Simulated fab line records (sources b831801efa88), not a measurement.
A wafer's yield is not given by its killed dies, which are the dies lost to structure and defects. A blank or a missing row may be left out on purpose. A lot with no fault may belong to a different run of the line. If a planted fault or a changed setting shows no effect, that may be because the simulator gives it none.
A struck lot beside a sound one + flow sky130 + 16 out of 708 route steps
Sound: the wafers L182.1, L182.2, L182.4. Struck: wafer L190.1. (L190.4 of the same lot was not struck and is left out.) The cause comes at the end.
Each step with rows lists, per side, the tool, then ch with its chambers, then its first start. Under that, the readings that differ: sound wafers + struck wafers + difference of the means + sigmas: that difference in standard deviations of wafers without a fault.
alike: readings whose means differ by less than 2 such deviations, and words and numbers that are the same on both sides. not compared: withheld readings, readings that some wafer has no value for, bounds like >300 that may hide the same value, and numbers for which the record gives no deviation and whose values overlap.
Wherever a step has rows on one side only, a row that says differs or no value, or a row with sigmas, the two part there. Numbers that have no deviation but don't overlap get no sigmas and don't part them. Lack of a reading on every wafer of one side parts them only where that side has two or more wafers.

first, 3 steps without rows for these wafers: SKY_METAL1_EXPOSE_12 (exposes mask MM1, target cd 140 nm); SKY_METAL1_PEB_13; SKY_METAL1_DEVELOP_14 (develop time 60 s).
SKY_METAL1_CD_MEAS_15: target cd 140 nm.
  sound on cd-sem-02, day 34 11:10; struck on cd-sem-02, day 36 04:49
  alike: cd-nm
SKY_METAL1_OVL_MEAS_16:
  sound on overlay-01, day 34 11:17; struck on overlay-01, day 36 04:56
  alike: METAL1_OVL
SKY_METAL1_DESCUM_17: chemistry O2, time 8 s.
  sound on rie-metal-03 ch 0,1, day 34 11:19; struck on rie-metal-01 ch 0, day 36 04:58
| reading                     | sound       | struck | difference | sigmas |
|-----------------------------|-------------|--------|------------|--------|
| drypump-motor-current-A (A) | 5.7 5.5 5.7 | 6.4    | +0.8       | +2     |
  alike: oes-product-au, temp-c
  not compared: rf-hours-counter-h
SKY_METAL1_ETCH_18: etches BARC in N2/H2, stops on SiO2, time 45.9 s, target depth 60 nm.
  sound on rie-metal-03 ch 0,1, day 34 11:21; struck on rie-metal-01 ch 0, day 36 05:01
| reading                     | sound       | struck | difference | sigmas |
|-----------------------------|-------------|--------|------------|--------|
| drypump-motor-current-A (A) | 5.8 5.5 5.7 | 6.4    | +0.7       | +2     |
  alike: oes-product-au, throttle-valve-pct
  not compared: rf-hours-counter-h
SKY_METAL1_METAL_ETCH_19: etches the open film in Cl2/BCl3, stops on SiO2, target depth 360 nm, time 78 s.
  sound on rie-metal-03 ch 0,1, day 34 11:25; struck on rie-metal-01 ch 0, day 36 05:04
| reading                     | sound       | struck | difference | sigmas |
|-----------------------------|-------------|--------|------------|--------|
| drypump-motor-current-A (A) | 5.7 5.5 5.7 | 6.4    | +0.8       | +2     |
  alike: bcl3-flow-sccm, oes-product-au, throttle-valve-pct
  not compared: rf-hours-counter-h
SKY_METAL1_STRIP_20: strips in O2/N2.
  sound on plasma-asher-01 ch 0,1, day 34 11:30; struck on plasma-asher-01 ch 1, day 36 05:10
  alike: drypump-motor-current-A, o2-flow-sccm, oes-product-au, strip-time-to-endpoint-s
  not compared: rf-hours-counter-h
then, 3 steps without rows for these wafers: SKY_METAL1_STRIP_21 (strips in post etch residue remover, time 1200 s); SKY_METAL1_CLEAN_22 (cleans in IPA, time 180 s); SKY_METAL1_CLEAN_23 (cleans in O3/DIW).
SKY_VIA1_HDPCVD_00: deposits SiO2, target thk 1030 nm, time 171.7 s.
  sound on hdpcvd-02 ch 0,1, day 34 12:06; struck on hdpcvd-02 ch 0, day 36 05:48
| reading                                  | sound             | struck | difference | sigmas |
|------------------------------------------|-------------------|--------|------------|--------|
| sih4-flow-sccm (sccm)                    | 60.01 59.99 60.00 | 50.84  | -9.16      | -54    |
| model.SiO2_of_VIA1_HDPCVD_00.thk-nm (nm) | 1042 1034 1037    | 888.6  | -149.1     |        |
SKY_VIA1_THK_MEAS_01:
  sound on film-metro-01, day 34 12:13; struck on film-metro-02, day 36 05:55
| reading              | sound          | struck | difference | sigmas |
|----------------------|----------------|--------|------------|--------|
| VIA1_HDPCVD_THK (nm) | 1043 1034 1037 | 889    | -149       | -16    |
SKY_VIA1_CMP_02: polishes SiO2.
  sound on cmp-01 ch 1,2,3, day 34 12:16; struck on cmp-01 ch 0, day 36 05:58
  alike: motor-current-A, slurry-filter-dp-kPa
SKY_PAD_OPEN_PROBE_99:
  the record has rows for the sound wafers here (prober-01, day 47 01:56) and none for the struck ones

## WHERE THEY PART
Last at SKY_PAD_OPEN_PROBE_99 as far as this record goes, first at SKY_METAL1_DESCUM_17.

WHY: what had been put in by the simulator
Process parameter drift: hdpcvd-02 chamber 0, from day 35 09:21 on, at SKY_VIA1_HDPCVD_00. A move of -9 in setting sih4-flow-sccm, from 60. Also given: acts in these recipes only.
